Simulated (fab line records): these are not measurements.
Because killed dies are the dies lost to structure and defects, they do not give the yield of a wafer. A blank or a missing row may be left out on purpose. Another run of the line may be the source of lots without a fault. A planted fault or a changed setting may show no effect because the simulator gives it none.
2 desks, one fault :: flow sky130 :: each desk has only its own numbers; what lay behind them comes last

FOR THE TOOL OWNER'S DESK: pvdSputter-02
The tool's own readings at SKY_METAL5_SPUTTER_00 (material Ti, target thk 15 nm, time 10 s): means of the sampled wafers that have a number, for each lot that ran on this tool. If a lot's mean is further than 4 standard deviations from the usual mean, the lot is out of limits and carries the mark OUT (the distance appears in the brackets).
Columns: A = cathodeDcPowerW at SKY_METAL5_SPUTTER_00, usual 2999.9 W; B = throttleValvePct at SKY_METAL5_SPUTTER_00, usual 29.5 %
lot: L506
first seen here: day 46 08:43
A: 2999.6
B: 29.3

lot: L507
first seen here: day 46 14:40
A: 3000.5
B: 29.2

lot: L508
first seen here: day 46 20:32
A: 3000.0
B: 29.2

lot: L509
first seen here: day 46 21:25
A: 2944.5 (-92) OUT
B: 28.8

lot: L513
first seen here: day 48 06:11
A: 2889.3 (-99 or more) OUT
B: 28.6
This desk's verdict: out of limits on L509, L513, starting with L509 at day 46 21:25 (cathodeDcPowerW at SKY_METAL5_SPUTTER_00). L506, L507, L508 stayed within limits.

FROM THE METROLOGY DESK
What the gauges read for every lot (on any tool): the sampled wafers with a number, averaged. If a lot's mean is further than 4 standard deviations from the usual mean, the lot is out of limits and carries the mark OUT (the distance appears in the brackets).
Columns: A = VIA4_OVL at SKY_VIA4_OVL_MEAS_11, usual -0.4 nm
lot: L497
first seen here: day 43 21:10
A: -0.5

lot: L500
first seen here: day 44 18:34
A: -0.8

lot: L502
first seen here: day 45 02:28
A: -0.1

lot: L504
first seen here: day 45 20:31
A: -0.6

lot: L506
first seen here: day 46 07:15
A: -1.0

lot: L507
first seen here: day 46 13:16
A: -0.2

lot: L508
first seen here: day 46 19:03
A: -0.2

lot: L509
first seen here: day 46 19:40
A: -0.6

lot: L513
first seen here: day 48 04:22
A: -0.9

lot: L517
first seen here: day 48 19:43
A: -1.8

lot: L518
first seen here: day 49 03:01
A: -1.6

lot: L520
first seen here: day 49 07:15
A: -0.5
This desk found nothing out of limits on any of the 12 lots.

BROUGHT TOGETHER
On L509, L513, at day 46 21:25, an alarm was possible from the tool owner's desk.
At the metrology desk, nothing out of limits was observed.
The metrology desk holds a record of L509, L513, inside its limits.
SKY_METAL5_SPUTTER_00 was run on pvdSputter-02 by each of the lots named.

WHAT HAD BEEN PUT IN BY THE SIMULATOR
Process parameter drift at SKY_METAL5_SPUTTER_00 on pvdSputter-02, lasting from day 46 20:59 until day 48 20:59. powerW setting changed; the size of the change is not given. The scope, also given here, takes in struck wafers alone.
Shown lots that were struck: L509, L513.
Each desk's first reading out of limits, in hours after the fault started: the tool owner's desk, 0.
